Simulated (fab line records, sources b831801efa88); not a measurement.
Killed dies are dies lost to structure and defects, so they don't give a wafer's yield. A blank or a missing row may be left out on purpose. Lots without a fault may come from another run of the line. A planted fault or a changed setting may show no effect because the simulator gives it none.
One fault seen from 2 desks | flow gf180mcu | each desk has only its own numbers; what lay behind them comes last

THE METROLOGY DESK
What the gauges read, lot by lot, whatever tool the lot ran on: means of the sampled wafers that have a number. A lot is out of limits, marked OUT, if its mean lies more than 4 standard deviations from the usual mean; the brackets give that distance.
Columns: A = PASSIVATION_BOW at GF_PASSIVATION_BOW_MEAS_14, usual 139 um
lot  | first seen here | A
L832 | day 29 10:35    | 127
L833 | day 29 19:22    | 124
L834 | day 29 23:38    | 135
L837 | day 30 23:37    | 135
L839 | day 31 10:11    | 127
L838 | day 31 11:18    | 144
L840 | day 31 17:17    | 139
L841 | day 32 02:01    | 117
L844 | day 32 18:38    | 153
L845 | day 33 00:46    | 131
L848 | day 33 17:39    | 152
L852 | day 34 11:58    | 129
L853 | day 34 18:43    | 136
This desk's finding: nothing out of limits on any of the 13 lots.

THE TOOL OWNER'S DESK: pvd_sputter-03
The tool's own readings at GF_TOP_METAL_SPUTTER_03 (material Ti, target thk 5 nm, time 3.3 s): means of the sampled wafers that have a number, for each lot that ran on this tool. A lot is out of limits, marked OUT, if its mean lies more than 4 standard deviations from the usual mean; the brackets give that distance.
Columns: A = throttle_valve_pct at GF_TOP_METAL_SPUTTER_03, usual 30.0 %
lot  | first seen here | A
L839 | day 29 18:15    | 29.1
L838 | day 29 20:12    | 30.4
L840 | day 30 02:44    | 29.9
L844 | day 31 04:59    | 29.2
L845 | day 31 12:34    | 29.4
This desk's finding: nothing out of limits on any of the 5 lots.

PUT TOGETHER
The metrology desk saw nothing out of limits.
The tool owner's desk saw nothing out of limits.

WHAT THE SIMULATOR HAD PUT IN
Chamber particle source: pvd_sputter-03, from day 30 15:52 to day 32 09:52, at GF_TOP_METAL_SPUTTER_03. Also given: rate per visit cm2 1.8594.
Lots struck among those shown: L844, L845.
